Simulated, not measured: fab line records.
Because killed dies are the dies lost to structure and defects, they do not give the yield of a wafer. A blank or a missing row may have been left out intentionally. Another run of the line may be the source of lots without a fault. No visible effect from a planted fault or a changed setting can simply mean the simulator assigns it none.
The same fault as seen by 2 desks / flow gf180mcu / each desk holds nothing but its own numbers, with what lay behind them at the end

== TOOL OWNER'S DESK, hdpcvd-02 ==
The tool's own readings at GF_V3_CVD_00 (deposits SiO2, target thk 600 nm, time 100 s): means of the sampled wafers that have a number, for each lot that ran on this tool. A lot is out of limits, marked OUT, if its mean lies more than 4 standard deviations from the usual mean; the brackets give that distance.
Columns: A = sih4FlowSccm at GF_V3_CVD_00, usual 60.00 sccm
lot=L410; first seen here=day 21 07:37; A=60.06
lot=L411; first seen here=day 21 23:50; A=60.05
lot=L415; first seen here=day 23 12:20; A=50.12 (-52) OUT
lot=L416; first seen here=day 23 20:18; A=49.99 (-53) OUT
lot=L418; first seen here=day 24 14:32; A=50.10 (-52) OUT
lot=L428; first seen here=day 28 01:53; A=60.00
This desk's finding: out of limits on L415, L416, L418; first on L415, day 23 12:20 (sih4FlowSccm at GF_V3_CVD_00). L410, L411, L428 stayed within limits.

== METROLOGY DESK ==
Means of the sampled wafers that have a number, per lot and without regard to the tool the lot ran on: this is what the gauges read. A lot is out of limits, marked OUT, if its mean lies more than 4 standard deviations from the usual mean; the brackets give that distance.
Columns: A = cdNm at GF_V2_CD_MEAS_14, usual 260.0 nm; B = M3_ALCU_RS at GF_M3_RS_MEAS_05, usual 0.0691 ohm/sq; C = V3_CVD_00_THK at GF_V3_THK_MEAS_01, usual 599 nm
lot=L410; first seen here=day 20 05:14; A=259.9; B=0.0695; C=599
lot=L411; first seen here=day 20 21:45; A=259.2; B=0.0684; C=604
lot=L415; first seen here=day 22 10:58; A=259.6; B=0.0691; C=495 (-18) OUT
lot=L416; first seen here=day 22 18:20; A=259.2; B=0.0687; C=495 (-18) OUT
lot=L418; first seen here=day 23 14:01; A=261.2; B=0.0677; C=495 (-18) OUT
lot=L420; first seen here=day 24 08:01; A=257.9; B=0.0693; C=610
lot=L423; first seen here=day 25 03:19; A=260.4; B=0.0688; C=595
lot=L428; first seen here=day 27 02:56; A=261.5; B=0.0693; C=604
lot=L429; first seen here=day 27 08:43; A=260.6; B=0.0690; C=598
lot=L430; first seen here=day 27 09:18; A=261.9; B=0.0695; C=608
lot=L431; first seen here=day 27 18:42; A=259.3; B=0.0685; C=599
lot=L432; first seen here=day 27 22:01; A=260.3; B=0.0688; C=598
lot=L433; first seen here=day 28 09:19; A=260.2; B=0.0693; C=589
This desk reports L415, L416, L418 out of limits; the earliest was L415 at day 23 12:25 (V3_CVD_00_THK at GF_V3_THK_MEAS_01). L410, L411, L420, L423, L428, L429, L430, L431, L432, L433 stayed within limits.

== PUT TOGETHER ==
The tool owner's desk could have raised an alarm at day 23 12:20, on L415, L416, L418.
L415, L416, L418 would have let the metrology desk raise an alarm at day 23 12:25.
All the named lots went through GF_V3_CVD_00 on hdpcvd-02.

== WHAT THE SIMULATOR HAD PUT IN ==
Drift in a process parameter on hdpcvd-02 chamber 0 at GF_V3_CVD_00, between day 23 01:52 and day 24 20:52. Setting sih4FlowSccm, moved by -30, from 60. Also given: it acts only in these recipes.
Struck lots among those shown: L415, L416, L418.
Counting hours from when the fault started, the first reading out of limits came at 10 for the tool owner's desk and at 11 for the metrology desk.
